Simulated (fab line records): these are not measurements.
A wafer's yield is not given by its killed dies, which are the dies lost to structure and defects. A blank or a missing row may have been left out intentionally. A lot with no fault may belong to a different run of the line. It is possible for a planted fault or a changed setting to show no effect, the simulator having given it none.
Chamber matching	flow sfqLine	SFQ_TRILAYER_I4_CMP_CMP_100 on cmp-01 has 4 sister chambers
The step polishes SiO2. 16 wafers are shown with their chamber, then 8 later ones without.

== WAFERS, EACH WITH ITS CHAMBER ==
wafer	chamber	motorCurrentA (A)	timeToEndpointS (s)	edgeZonePressureFrac
L441.1	2	11.7	212	0.998
L441.2	1	10.7	215	1.003
L441.5	2	11.9	221	0.999
L444.2	1	10.8	216	0.997
L444.3	0	9.4	210	1.009
L444.6	0	10.1	223	1.003
L446.4	1	10.3	227	1.003
L446.1	3	9.1	209	0.992
L446.5	2	11.8	222	1.004
L447.3	3	9.7	208	1.007
L447.1	1	9.9	211	1.004
L447.6	3	9.7	210	1.007
L450.1	2	11.5	210	0.997
L450.3	3	9.6	209	0.997
L450.2	1	10.1	219	1.003
L452.3	3	9.4	212	1.010

SIGNATURES, as means of the wafers listed above
reading	chamber 0	chamber 1	chamber 2	chamber 3	scatter within a chamber
motorCurrentA	9.750	10.360	11.725	9.500	0.314
timeToEndpointS	216.50	217.60	216.25	209.60	5.4
edgeZonePressureFrac	1.00600	1.00200	0.99950	1.00260	0.00513
Rule: a wafer's distance from a chamber is the root of the sum, over the readings, of the square of ((its reading less the chamber's mean) divided by the reading's scatter). The wafer belongs to the nearest chamber; if the next one is less than 2 further off, it can't be placed. The scatter: the root of (the sum of the squares of (reading less its chamber's mean) over the shown wafers, divided by (wafers less chambers)).

== WAFERS WHOSE CHAMBER IS MISSING ==
wafer	motorCurrentA (A)	timeToEndpointS (s)	edgeZonePressureFrac
L452.4	9.8	212	1.002
L452.5	10.6	221	0.998
L459.3	10.4	219	1.000
L459.1	9.3	215	0.999
L459.4	9.3	230	1.004
L463.1	10.4	215	0.992
L463.5	12.3	223	1.001
L463.6	10.2	220	0.999

== WHICH CHAMBER EACH ONE RAN IN ==
wafer	from the rows above	in truth
L452.4	can't be placed: 3 or 0 or 1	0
L452.5	can't be placed: 1 or 0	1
L459.3	can't be placed: 1 or 0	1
L459.1	can't be placed: 3 or 0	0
L459.4	can't be placed: 0 or 3 or 1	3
L463.1	can't be placed: 1 or 0 or 3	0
L463.5	2	2
L463.6	can't be placed: 1 or 0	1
Placed correctly: 1 of 8. Cannot be placed on the basis of these rows: 7; the candidates contain the true chamber in 7. 0 placed wrongly.
